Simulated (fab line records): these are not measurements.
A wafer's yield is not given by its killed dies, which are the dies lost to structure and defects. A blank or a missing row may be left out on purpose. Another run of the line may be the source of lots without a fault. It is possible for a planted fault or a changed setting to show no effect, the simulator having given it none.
fab line records ; flow gf180mcu ; part 1 of 2: steps 1 to 26 of 41
[record] lots = 5; wafers = 15; lastDay = 34
route steps=602 shown STI@14 DNWELL@32 NWELL@42 LVPWELL@54
lots with no fault: from the same line, run without faults
startH: the number of hours between the record's first day and the start of the first shown wafer of the lot ; waitH: how many hours have passed since the lot's step before this one ; " unchanged from the row above ; L1.1+2: several wafers, shown together as one row ; - no value, or no start was given ; * or withheld: withheld ; < > ~ a bound
route shown NAME@n: names a module that has steps shown in the file, with the first one's number in the route ; usual: mean and standard deviation over wafers with no fault ; same: alike in all rows ; chamber/n: place in a boat ; sites: readings site by site ; _std_site: standard deviation across them ; _edge_site: mean of outer sites minus mean of inner sites ; radiusMm: how far each site lies from the wafer's centre ; mask NAME#n: copy n ; behind: the tool/chamber that last shaped the wafer ; hold: reason for holding the lot/hours on hold/outcome of the hold ; device: which transistor (n, p or np) failed to switch ; end of line: the route-end tests of the same wafers ; a step given without rows: its recipe and nothing more ; killed: at the first sort, the dies lost to defects and structure; wafer yield is something else ; map: a wafer's dies, x killed, . not, _ none there
set.NAME: the setting that was run; set.NAME@STEP: the one run at that earlier step ; model.NAME: the simulator's own value behind a step, which no gauge read
a table for each step, a row for each wafer; lots at some steps of the route
services: from which hour (startH, from the record's first day; less than 0 if before it) a tool's chamber was out of use, for how many hours, and why
[[steps]]
[step GF_STI_ETCH_13]
[recipe] chemistry = CHF3/O2; stopOn = Si; overEtchFrac = 0.3295; targetDepthA = 2823.1; sourceW = 600; biasW = 200; pressureMtorr = 40; chf3FlowSccm = 50; O2_flow_sccm = 5; timeS = 112.9
[usual] drypumpMotorCurrentA = 5.7/0.44; oesProductAu = 0.821/0.0067; throttleValvePct = 8.807/0.0088
[same] timeS = 112.9
lot.wafer;tool;chamber;startH;waitH;drypumpMotorCurrentA;oesProductAu;rfHoursCounterH;throttleValvePct
L077.1;rieDiel-01;3;40.35;0.1;5.9;0.814;106;8.807
L077.3;rieDiel-01;2;40.35;0.1;5.5;0.825;57;8.793
L077.6;rieDiel-01;0;40.35;0.1;4.9;0.819;-;8.808
L081.1;rieDiel-02;2;60.62;0.1;6.1;0.825;72;8.814
L081.3;rieDiel-02;1;60.62;0.1;5.9;0.820;158;8.800
L081.6;rieDiel-02;3;60.62;0.1;5.3;0.824;-;8.806
L083.3;rieDiel-03;0;71.30;0.1;5.8;0.812;34;8.809
L083.4;rieDiel-03;3;71.30;0.1;6.3;0.824;166;8.828
L083.6;rieDiel-03;2;71.30;0.1;5.4;0.813;-;8.792
L090.2;rieDiel-03;1;108.57;0.1;5.1;0.813;163;8.792
L090.5;rieDiel-03;0;108.57;0.1;5.8;0.811;-;8.828
L090.6;rieDiel-03;2;108.57;0.1;5.4;0.804;-;8.794
L096.2;rieDiel-02;2;139.10;0.1;6.1;0.826;74;8.795
L096.5;rieDiel-02;0;139.10;0.1;6.3;0.815;-;8.821
L096.6;rieDiel-02;1;139.10;0.1;5.9;0.829;-;8.816
[step GF_STI_ETCH_14]
[recipe] target = Si; chemistry = HBr/Cl2/O2; targetDepthNm = 360; icpW = 600; biasW = 150; pressureMtorr = 15; HBr_flow_sccm = 150; Cl2_flow_sccm = 40; O2_flow_sccm = 6; timeS = 102.9
[usual] drypumpMotorCurrentA = 5.9/0.39; oesProductAu = 0.997/0.016; throttleValvePct = 25.658/0.013
[same] timeS = 102.9
lot.wafer;tool;chamber;startH;waitH;drypumpMotorCurrentA;oesProductAu;rfHoursCounterH;throttleValvePct
L077.1;rieSi-01;3;40.43;0.0;5.7;1.037;45;25.633
L077.3;rieSi-01;0;40.43;0.0;5.9;0.998;132;25.658
L077.6;rieSi-01;0;40.43;0.0;5.9;0.982;-;25.662
L081.1;rieSi-01;0;60.70;0.0;5.9;0.995;133;25.656
L081.3;rieSi-01;2;60.70;0.0;6.5;0.976;28;25.672
L081.6;rieSi-01;1;60.70;0.0;6.1;1.009;-;25.649
L083.3;rieSi-01;1;71.38;0.0;6.1;1.006;6;25.644
L083.4;rieSi-01;0;71.38;0.0;5.8;0.990;133;25.652
L083.6;rieSi-01;1;71.38;0.0;6.1;0.999;-;25.641
L090.2;rieSi-02;2;108.65;0.0;6.1;1.007;81;25.645
L090.5;rieSi-02;3;108.65;0.0;5.6;0.981;-;25.675
L090.6;rieSi-02;0;108.65;0.0;5.2;0.995;-;25.673
L096.2;rieSi-02;3;139.18;0.0;5.6;0.990;2;25.659
L096.5;rieSi-02;2;139.18;0.0;6.1;1.012;-;25.664
L096.6;rieSi-02;3;139.18;0.0;5.6;0.988;-;25.672
[step GF_STI_STRIP_15]
[recipe] chemistry = O2/N2; powerW = 1400; pressureMtorr = 1500; platenTempC = 250; o2FlowSccm = 3000; n2FlowSccm = 300; overashFraction = 0.5
[usual] drypumpMotorCurrentA = 6.2/0.4; heaterPowerW = 330/35; n2FlowSccm = 299.9/0.99; oesProductAu = 0.381/0.0052; stripTimeToEndpointS = 3.67/0.059
lot.wafer;tool;chamber;startH;waitH;drypumpMotorCurrentA;heaterPowerW;n2FlowSccm;oesProductAu;rfHoursCounterH;stripTimeToEndpointS
L077.1;plasmaAsher-03;1;40.50;0.0;6.6;376;298.4;0.384;41;3.58
L077.3;plasmaAsher-03;1;40.50;0.0;6.6;371;298.9;0.387;-;3.79
L077.6;plasmaAsher-03;0;40.50;0.0;5.6;318;299.5;0.382;-;3.76
L081.1;plasmaAsher-03;1;60.77;0.0;6.6;371;298.9;0.383;43;3.72
L081.3;plasmaAsher-03;1;60.77;0.0;6.6;368;299.4;0.384;-;3.68
L081.6;plasmaAsher-03;0;60.77;0.0;5.6;311;299.4;0.372;-;3.59
L083.3;plasmaAsher-01;0;71.49;0.1;6.6;306;297.9;0.379;-;3.69
L083.4;plasmaAsher-01;1;71.49;0.1;6.3;372;299.6;0.385;-;3.63
L083.6;plasmaAsher-01;1;71.49;0.1;6.2;369;301.2;0.373;-;3.58
L090.2;plasmaAsher-03;1;108.72;0.0;6.6;381;301.1;0.378;49;3.52
L090.5;plasmaAsher-03;0;108.72;0.0;5.6;313;302.2;0.386;-;3.72
L090.6;plasmaAsher-03;1;108.72;0.0;6.6;377;301.0;0.377;-;3.62
L096.2;plasmaAsher-04;1;139.25;0.0;6.0;293;299.3;0.380;33;3.70
L096.5;plasmaAsher-04;1;139.25;0.0;6.0;301;298.4;0.380;-;3.63
L096.6;plasmaAsher-04;0;139.25;0.0;6.0;286;301.5;0.383;-;3.67
[step GF_STI_CLEAN_16]
[recipe] chemistry = dHF; timeS = 25; dilution = 100:1
[same] timeS = 25
lot.wafer;tool;chamber;startH;waitH
L077.1+3+6;wetBench-01;0;40.60;0.1
L081.1+3+6;wetBench-03;2;60.87;0.1
L083.3+4+6;wetBench-03;2;71.56;0.0
L090.2+5+6;wetBench-01;1;108.82;0.1
L096.2+5+6;wetBench-01;1;139.35;0.1
[step GF_STI_WET_ETCH_17]
[recipe] chemistry = H3PO4; targetDepthNm = 45; tempC = 160; target = Si3N4; timeS = 514
[usual] bathHeatDutyPct = 25.8/2.1
[same] timeS = 514
lot.wafer;tool;chamber;startH;waitH;bathHeatDutyPct
L077.1;wetBench-02;1;40.62;0.0;25.8
L077.3;wetBench-02;1;40.62;0.0;25.1
L077.6;wetBench-02;1;40.62;0.0;25.3
L081.1;wetBench-01;2;60.89;0.0;28.6
L081.3;wetBench-01;2;60.89;0.0;28.0
L081.6;wetBench-01;2;60.89;0.0;28.2
L083.3;wetBench-01;0;71.57;0.0;27.3
L083.4;wetBench-01;0;71.57;0.0;24.2
L083.6;wetBench-01;0;71.57;0.0;24.9
L090.2;wetBench-02;0;108.85;0.0;23.3
L090.5;wetBench-02;0;108.85;0.0;24.3
L090.6;wetBench-02;0;108.85;0.0;25.4
L096.2;wetBench-03;0;139.37;0.0;25.9
L096.5;wetBench-03;0;139.37;0.0;25.5
L096.6;wetBench-03;0;139.37;0.0;25.4
[step GF_STI_CLEAN_18]
[recipe] chemistry = SC1/SC2; mix = 1:4:20; tempC = 70; timeS = 150
[usual] bathHeatDutyPct = 13.2/1.1
[same] timeS = 150
lot.wafer;tool;chamber;startH;waitH;bathHeatDutyPct
L077.1;wetBench-01;0;40.78;0.0;12.9
L077.3;wetBench-01;0;40.78;0.0;13.0
L077.6;wetBench-01;0;40.78;0.0;13.3
L081.1;wetBench-02;3;61.04;0.0;13.3
L081.3;wetBench-02;3;61.04;0.0;12.3
L081.6;wetBench-02;3;61.04;0.0;12.7
L083.3;wetBench-03;1;71.75;0.0;13.4
L083.4;wetBench-03;1;71.75;0.0;13.5
L083.6;wetBench-03;1;71.75;0.0;13.9
L090.2;wetBench-01;2;109.00;0.0;14.7
L090.5;wetBench-01;2;109.00;0.0;13.5
L090.6;wetBench-01;2;109.00;0.0;14.3
L096.2;wetBench-02;3;139.53;0.0;13.6
L096.5;wetBench-02;3;139.53;0.0;12.7
L096.6;wetBench-02;3;139.53;0.0;14.0
[step GF_STI_CLEAN_19]
[recipe] chemistry = dHF; timeS = 20; dilution = 100:1
[same] timeS = 20
lot.wafer;tool;chamber;startH;waitH
L077.1+3+6;wetBench-02;1;40.83;0.0
L081.1+3+6;wetBench-03;3;61.10;0.0
L083.3+4+6;wetBench-01;0;71.81;0.0
L090.2+5+6;wetBench-03;1;109.10;0.0
L096.2+5+6;wetBench-01;1;139.59;0.0
[step GF_STI_WET_ETCH_20]
[recipe] chemistry = dHF; dilution = 100:1; targetDepthNm = 20; tempC = 25; dry = ipaMarangoni; target = SiO2; timeS = 400
[usual] bathHeatDutyPct = 6.1/0.58
[same] timeS = 400
lot.wafer;tool;chamber;startH;waitH;bathHeatDutyPct
L077.1;wetBench-03;3;40.85;0.0;5.5
L077.3;wetBench-03;3;40.85;0.0;6.2
L077.6;wetBench-03;3;40.85;0.0;5.0
L081.1;wetBench-01;0;61.11;0.0;6.0
L081.3;wetBench-01;0;61.11;0.0;6.8
L081.6;wetBench-01;0;61.11;0.0;6.6
L083.3;wetBench-02;2;71.82;0.0;5.8
L083.4;wetBench-02;2;71.82;0.0;5.8
L083.6;wetBench-02;2;71.82;0.0;6.6
L090.2;wetBench-02;1;109.12;0.0;5.9
L090.5;wetBench-02;1;109.12;0.0;6.1
L090.6;wetBench-02;1;109.12;0.0;5.6
L096.2;wetBench-03;1;139.60;0.0;6.7
L096.5;wetBench-03;1;139.60;0.0;6.5
L096.6;wetBench-03;1;139.60;0.0;6.8
[step GF_STI_OXIDATION_21]
[recipe] tempC = 1000; ambient = O2; stabiliseS = 600; purgeS = 300; targetThkA = 150; oxTimeS = 458
[usual] zonePowerBottomPct = 33.0/1.5; zonePowerTopPct = 38.2/0.43
lot.wafer;tool;chamber;startH;waitH;zonePowerBottomPct;zonePowerTopPct
L077.1;furnace-01;0;41.46;0.4;35.3;38.3
L077.3;furnace-01;0;41.46;0.4;35.4;37.6
L077.6;furnace-01;0;41.46;0.4;35.1;38.1
L081.1;furnace-02;0;65.04;3.8;32.3;38.0
L081.3;furnace-02;0;65.04;3.8;32.3;37.9
L081.6;furnace-02;0;65.04;3.8;32.0;38.2
L083.3;furnace-02;0;78.63;6.7;32.2;37.7
L083.4;furnace-02;0;78.63;6.7;31.8;38.1
L083.6;furnace-02;0;78.63;6.7;32.5;37.5
L090.2;furnace-01;0;109.24;0.0;35.3;38.4
L090.5;furnace-01;0;109.24;0.0;35.4;38.4
L090.6;furnace-01;0;109.24;0.0;35.2;38.5
L096.2;furnace-02;0;139.73;0.0;32.0;38.1
L096.5;furnace-02;0;139.73;0.0;32.4;38.1
L096.6;furnace-02;0;139.73;0.0;32.9;38.3
[step GF_STI_THK_MEAS_22]
[recipe] reads = SiO2_of_STI_OXIDATION_21
[usual] STI_OXIDATION_01_THK = 15.1/0.31
lot.wafer;tool;chamber;startH;waitH;STI_OXIDATION_01_THK[nm]
L077.1;filmMetro-03;-;42.59;0.0;15.0
L077.3;filmMetro-03;-;42.59;0.0;15.0
L077.6;filmMetro-03;-;42.59;0.0;15.0
L081.1;filmMetro-02;-;66.16;0.0;15.0
L081.3;filmMetro-02;-;66.16;0.0;14.9
L081.6;filmMetro-02;-;66.16;0.0;14.9
L083.3;filmMetro-04;-;79.78;0.0;15.3
L083.4;filmMetro-04;-;79.78;0.0;15.6
L083.6;filmMetro-04;-;79.78;0.0;15.5
L090.2;filmMetro-03;-;110.38;0.0;14.5
L090.5;filmMetro-03;-;110.38;0.0;14.9
L090.6;filmMetro-03;-;110.38;0.0;14.6
L096.2;filmMetro-04;-;140.87;0.0;14.7
L096.5;filmMetro-04;-;140.87;0.0;14.7
L096.6;filmMetro-04;-;140.87;0.0;14.8
[step GF_STI_CVD_23]
[recipe] material = SiO2; targetThkNm = 650; sigmaOpenFrac = 0.3; timeS = 108.3; tempC = 600; sih4FlowSccm = 60; pressureMtorr = 6
[same] timeS = 108.3
lot.wafer;tool;chamber;startH;waitH
L077.1+3+6;hdpcvd-01;0,2,1;42.65;0.1
L081.1+3+6;hdpcvd-02;1,2,1;66.22;0.1
L083.3+4+6;hdpcvd-02;2,0,0;79.86;0.1
L090.2+5+6;hdpcvd-02;0,2,0;110.43;0.0
L096.2+5+6;hdpcvd-01;0,1,2;140.92;0.0
[step GF_STI_THK_MEAS_24]
[recipe] reads = SiO2_of_STI_CVD_23
[usual] STI_CVD_23_THK = 646/7.1
lot.wafer;tool;chamber;startH;waitH;STI_CVD_23_THK[nm]
L077.1;filmMetro-02;-;42.73;0.0;654
L077.3;filmMetro-02;-;42.73;0.0;651
L077.6;filmMetro-02;-;42.73;0.0;645
L081.1;filmMetro-03;-;66.30;0.0;646
L081.3;filmMetro-03;-;66.30;0.0;658
L081.6;filmMetro-03;-;66.30;0.0;638
L083.3;filmMetro-03;-;79.95;0.1;647
L083.4;filmMetro-03;-;79.95;0.1;646
L083.6;filmMetro-03;-;79.95;0.1;644
L090.2;filmMetro-04;-;110.51;0.0;638
L090.5;filmMetro-04;-;110.51;0.0;638
L090.6;filmMetro-04;-;110.51;0.0;642
L096.2;filmMetro-02;-;141.01;0.0;649
L096.5;filmMetro-02;-;141.01;0.0;625
L096.6;filmMetro-02;-;141.01;0.0;646
[step GF_STI_CMP_25]
[recipe] stopOn = Si3N4; tOverpolishS = 33; downForcePsi = 4; platenRpm = 60; targetThkNm = 524.6; padVelocityMS = 0.94248
[usual] motorCurrentA = 13.2/1.3; overpolishRunS = 33.001/0.01; retainingRingPressureFrac = 1.000/0.0051; timeToEndpointS = 122/6.9
lot.wafer;tool;chamber;startH;waitH;motorCurrentA;overpolishRunS;retainingRingPressureFrac;timeToEndpointS
L077.1;cmp-01;1;42.84;0.1;14.5;33.005;1.000;124
L077.3;cmp-01;2;42.84;0.1;14.0;33.000;0.999;121
L077.6;cmp-01;0;42.84;0.1;11.5;32.994;1.000;128
L081.3;cmp-01;0;66.36;0.0;10.9;32.988;1.004;136
L081.1;cmp-01;1;66.36;0.0;13.7;32.982;1.004;121
L081.6;cmp-01;1;66.36;0.0;14.1;32.994;0.997;122
L083.3;cmp-01;3;79.99;0.0;13.2;32.991;0.993;128
L083.4;cmp-01;2;79.99;0.0;14.3;33.002;0.996;131
L083.6;cmp-01;3;79.99;0.0;13.6;33.002;0.993;129
L090.2;cmp-02;2;110.71;0.2;12.4;32.996;0.998;119
L090.6;cmp-02;2;110.71;0.2;13.6;32.986;1.001;122
L090.5;cmp-02;3;110.71;0.2;15.3;33.000;0.991;110
L096.2;cmp-01;3;141.36;0.3;13.6;33.005;0.995;131
L096.6;cmp-01;0;141.36;0.3;11.6;32.990;1.003;133
L096.5;cmp-01;1;141.36;0.3;14.6;32.992;0.996;118
[step GF_STI_WET_ETCH_26]
[recipe] chemistry = dHF; targetDepthNm = 94; target = SiO2; tempC = 25; dilution = 10:1; timeS = 188
[usual] bathHeatDutyPct = 6.0/0.58
[same] timeS = 188
lot.wafer;tool;chamber;startH;waitH;bathHeatDutyPct
L077.1;wetBench-02;0;43.09;0.2;6.4
L077.3;wetBench-02;0;43.09;0.2;5.5
L077.6;wetBench-02;0;43.09;0.2;6.0
L081.1;wetBench-03;1;66.66;0.2;6.6
L081.3;wetBench-03;1;66.66;0.2;5.7
L081.6;wetBench-03;1;66.66;0.2;6.6
L083.3;wetBench-02;1;80.29;0.2;6.4
L083.4;wetBench-02;1;80.29;0.2;6.2
L083.6;wetBench-02;1;80.29;0.2;5.0
L090.2;wetBench-03;0;111.01;0.2;5.7
L090.5;wetBench-03;0;111.01;0.2;5.5
L090.6;wetBench-03;0;111.01;0.2;6.6
L096.2;wetBench-03;3;141.51;0.1;6.2
L096.5;wetBench-03;3;141.51;0.1;5.7
L096.6;wetBench-03;3;141.51;0.1;6.2
[step GF_STI_WET_ETCH_27]
[recipe] chemistry = H3PO4; targetDepthNm = 160; target = Si3N4; tempC = 160; timeS = 1825
[usual] bathHeatDutyPct = 25.0/1.4
[same] timeS = 1825
lot.wafer;tool;chamber;startH;waitH;bathHeatDutyPct
L077.1;wetBench-01;0;43.15;0.0;28.0
L077.3;wetBench-01;0;43.15;0.0;27.2
L077.6;wetBench-01;0;43.15;0.0;29.1
L081.1;wetBench-03;0;66.73;0.0;26.1
L081.3;wetBench-03;0;66.73;0.0;27.0
L081.6;wetBench-03;0;66.73;0.0;26.5
L083.3;wetBench-01;3;80.36;0.0;26.2
L083.4;wetBench-01;3;80.36;0.0;25.4
L083.6;wetBench-01;3;80.36;0.0;25.7
L090.2;wetBench-03;2;111.08;0.0;22.0
L090.5;wetBench-03;2;111.08;0.0;25.3
L090.6;wetBench-03;2;111.08;0.0;23.3
L096.2;wetBench-02;1;141.58;0.0;25.4
L096.5;wetBench-02;1;141.58;0.0;22.1
L096.6;wetBench-02;1;141.58;0.0;25.3
[step GF_STI_WET_ETCH_28]
[recipe] chemistry = dHF; targetDepthNm = 20; dry = ipaMarangoni; target = SiO2; tempC = 25; dilution = 10:1; timeS = 40
[usual] bathHeatDutyPct = 6.0/0.67
[same] timeS = 40
lot.wafer;tool;chamber;startH;waitH;bathHeatDutyPct
L077.1;wetBench-03;2;43.72;0.0;5.5
L077.3;wetBench-03;2;43.72;0.0;6.1
L077.6;wetBench-03;2;43.72;0.0;6.1
L081.1;wetBench-02;1;67.29;0.0;4.8
L081.3;wetBench-02;1;67.29;0.0;6.6
L081.6;wetBench-02;1;67.29;0.0;5.0
L083.3;wetBench-02;1;80.92;0.0;5.4
L083.4;wetBench-02;1;80.92;0.0;6.1
L083.6;wetBench-02;1;80.92;0.0;5.4
L090.2;wetBench-02;3;111.70;0.0;5.9
L090.5;wetBench-02;3;111.70;0.0;6.1
L090.6;wetBench-02;3;111.70;0.0;6.0
L096.2;wetBench-03;3;142.09;0.0;5.5
L096.5;wetBench-03;3;142.09;0.0;5.3
L096.6;wetBench-03;3;142.09;0.0;5.7
[step GF_STI_OXIDATION_29]
[recipe] tempC = 900; ambient = O2; stabiliseS = 600; purgeS = 300; targetThkA = 100; oxTimeS = 1418
[usual] zonePowerBottomPct = 26.2/1.2; zonePowerTopPct = 31.9/0.41
lot.wafer;tool;chamber;startH;waitH;zonePowerBottomPct;zonePowerTopPct
L077.1;furnace-02;0;43.90;0.2;25.3;31.6
L077.3;furnace-02;0;43.90;0.2;25.8;31.4
L077.6;furnace-02;0;43.90;0.2;25.3;31.3
L081.1;furnace-02;0;75.68;8.4;25.4;31.4
L081.3;furnace-02;0;75.68;8.4;25.6;31.9
L081.6;furnace-02;0;75.68;8.4;25.4;31.8
L083.3;furnace-02;0;84.98;4.0;25.4;32.5
L083.4;furnace-02;0;84.98;4.0;25.4;31.8
L083.6;furnace-02;0;84.98;4.0;25.3;31.9
L090.2;furnace-01;0;111.76;0.0;27.9;32.0
L090.5;furnace-01;0;111.76;0.0;28.0;32.1
L090.6;furnace-01;0;111.76;0.0;27.7;32.0
L096.2;furnace-02;0;143.16;1.0;25.1;32.2
L096.5;furnace-02;0;143.16;1.0;25.6;31.3
L096.6;furnace-02;0;143.16;1.0;25.8;32.0
[step GF_STI_THK_MEAS_30]
[recipe] reads = SiO2_of_STI_OXIDATION_29
[usual] STI_OXIDATION_02_THK = 10.03/0.16
lot.wafer;tool;chamber;startH;waitH;STI_OXIDATION_02_THK[nm]
L077.1;filmMetro-04;-;45.30;0.0;10.13
L077.3;filmMetro-04;-;45.30;0.0;10.06
L077.6;filmMetro-04;-;45.30;0.0;10.24
L081.1;filmMetro-04;-;77.08;0.0;9.93
L081.3;filmMetro-04;-;77.08;0.0;9.95
L081.6;filmMetro-04;-;77.08;0.0;9.93
L083.3;filmMetro-03;-;86.39;0.0;9.89
L083.4;filmMetro-03;-;86.39;0.0;10.20
L083.6;filmMetro-03;-;86.39;0.0;10.11
L090.2;filmMetro-04;-;113.16;0.0;10.13
L090.5;filmMetro-04;-;113.16;0.0;10.24
L090.6;filmMetro-04;-;113.16;0.0;10.01
L096.2;filmMetro-04;-;144.56;0.0;9.97
L096.5;filmMetro-04;-;144.56;0.0;9.70
L096.6;filmMetro-04;-;144.56;0.0;10.08
[step GF_DNWELL_DEHYDRATE_00]
[recipe] tempC = 200; timeS = 60
[same] timeS = 60
lot.wafer;tool;chamber;startH;waitH
L077.1+3+6;lithoTrack-02;0;51.40;6.1
L081.1+3+6;lithoTrack-04;0;82.78;5.7
L083.3+4+6;lithoTrack-04;0;92.88;6.5
L090.2+5+6;lithoTrack-04;0;119.25;6.1
L096.2+5+6;lithoTrack-04;0;151.40;6.8
[step GF_DNWELL_HMDS_01]
[recipe] primeTimeS = 60; primeTempC = 120
lot.wafer;tool;chamber;startH;waitH
L077.1+3+6;lithoTrack-02;0;51.55;0.1
L081.1+3+6;lithoTrack-04;0;82.93;0.1
L083.3+4+6;lithoTrack-04;0;93.03;0.1
L090.2+5+6;lithoTrack-04;0;119.40;0.1
L096.2+5+6;lithoTrack-04;0;151.55;0.1
[step GF_DNWELL_COAT_02]
[recipe] spinRpm = 2000; resistThkNm = 3000
lot.wafer;tool;chamber;startH;waitH
L077.1+3+6;lithoTrack-02;0;51.70;0.1
L081.1+3+6;lithoTrack-04;0;83.08;0.1
L083.3+4+6;lithoTrack-04;0;93.18;0.1
L090.2+5+6;lithoTrack-04;0;119.55;0.1
L096.2+5+6;lithoTrack-04;0;151.70;0.1
[step GF_DNWELL_SOFTBAKE_03]
[recipe] tempC = 110; timeS = withheld
lot.wafer;tool;chamber;startH;waitH
L077.1+3+6;lithoTrack-02;0;51.85;0.1
L081.1+3+6;lithoTrack-04;0;83.23;0.1
L083.3+4+6;lithoTrack-04;0;93.35;0.1
L090.2+5+6;lithoTrack-04;0;119.71;0.1
L096.2+5+6;lithoTrack-04;0;151.86;0.1
[step GF_DNWELL_EXPOSE_04]
[recipe] maskId = DNWELL; targetCdNm = 1700; na = 0.6; sourceShape = conventional; sigmaOuter = 0.6; doseMj = 260
lot.wafer;tool;chamber;startH;waitH;mask
L077.1+3+6;ilineStepper-02;0;-;-;DNWELL#0
L081.1+3+6;ilineStepper-01;0;-;-;DNWELL#0
L083.3+4+6;ilineStepper-01;0;-;-;DNWELL#0
L090.2+5+6;ilineStepper-02;0;-;-;DNWELL#0
L096.2+5+6;ilineStepper-02;0;-;-;DNWELL#0
[step GF_DNWELL_PEB_05]
[recipe] tempC = 115; timeS = withheld
lot.wafer;tool;chamber;startH;waitH
L077.1+3+6;lithoTrack-04;0;-;-
L081.1+3+6;lithoTrack-02;0;-;-
L083.3+4+6;lithoTrack-01;0;-;-
L090.2+5+6;lithoTrack-02;0;-;-
L096.2+5+6;lithoTrack-04;0;-;-
[step GF_DNWELL_DEVELOP_06]
[recipe] wallAngleDeg = 90; developTimeS = 60; devTempC = 23
lot.wafer;tool;chamber;startH;waitH
L077.1+3+6;lithoTrack-04;0;-;-
L081.1+3+6;lithoTrack-02;0;-;-
L083.3+4+6;lithoTrack-01;0;-;-
L090.2+5+6;lithoTrack-02;0;-;-
L096.2+5+6;lithoTrack-04;0;-;-
[step GF_DNWELL_IMPLANT_07]
[recipe] species = P; energyKev = 1500; doseCm2 = 1e+13; tiltDeg = 0
lot.wafer;tool;chamber;startH;waitH
L077.1+3+6;implanter-02;0;58.48;-
L081.1+3+6;implanter-02;0;89.10;-
L083.3+4+6;implanter-04;0;99.85;-
L090.2+5+6;implanter-04;0;127.47;-
L096.2+5+6;implanter-03;0;160.25;-
